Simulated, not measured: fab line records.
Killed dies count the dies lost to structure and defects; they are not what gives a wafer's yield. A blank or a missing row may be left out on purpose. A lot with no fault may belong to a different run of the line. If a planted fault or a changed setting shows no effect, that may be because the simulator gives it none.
Chamber matching / flow gf180mcu / pecvd-04 running GF_SAB_CVD_00: 3 sister chambers
The step deposits SiO2 from TEOS, target thk 50 nm, time 4.9302 s. 14 wafers are shown with their chamber, then 7 later ones without.

EACH WAFER AND ITS CHAMBER
wafer=L254.1; chamber=2; heater power w (W)=654
wafer=L254.4; chamber=0; heater power w (W)=673
wafer=L254.6; chamber=1; heater power w (W)=777
wafer=L258.4; chamber=2; heater power w (W)=641
wafer=L258.5; chamber=1; heater power w (W)=773
wafer=L258.6; chamber=0; heater power w (W)=657
wafer=L262.1; chamber=1; heater power w (W)=843
wafer=L262.3; chamber=2; heater power w (W)=599
wafer=L262.4; chamber=2; heater power w (W)=585
wafer=L263.2; chamber=1; heater power w (W)=795
wafer=L263.4; chamber=2; heater power w (W)=563
wafer=L263.5; chamber=0; heater power w (W)=729
wafer=L264.1; chamber=2; heater power w (W)=548
wafer=L264.3; chamber=0; heater power w (W)=638

SIGNATURES (means of the wafers above)
reading=heater power w; chamber 0=674.25; chamber 1=797.00; chamber 2=598.33; scatter within a chamber=38.8
Rule: distance of a wafer from a chamber = root of the sum over the readings of ((wafer's reading minus chamber's mean) / reading's scatter) squared. If the next closest chamber is less than 2 further off than the closest, the wafer can't be placed; otherwise it belongs to the closest. The scatter: take each reading less its chamber's mean, square it, sum over the shown wafers, divide by the number of wafers less the number of chambers, and take the root.

WAFERS WHOSE CHAMBER IS MISSING
wafer=L264.4; heater power w (W)=817
wafer=L267.1; heater power w (W)=571
wafer=L267.2; heater power w (W)=667
wafer=L267.4; heater power w (W)=545
wafer=L276.2; heater power w (W)=590
wafer=L276.4; heater power w (W)=603
wafer=L276.5; heater power w (W)=821

CHAMBER TAKEN BY EACH
wafer=L264.4; from the rows above=1; in truth=1
wafer=L267.1; from the rows above=can't be placed: 2 or 0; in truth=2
wafer=L267.2; from the rows above=can't be placed: 0 or 2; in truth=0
wafer=L267.4; from the rows above=can't be placed: 2 or 0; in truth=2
wafer=L276.2; from the rows above=can't be placed: 2 or 0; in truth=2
wafer=L276.4; from the rows above=can't be placed: 2 or 0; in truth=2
wafer=L276.5; from the rows above=1; in truth=1
2 of 7 placed correctly. Cannot be placed on the basis of these rows: 5; the candidates contain the true chamber in 5. Number placed wrongly: 0.
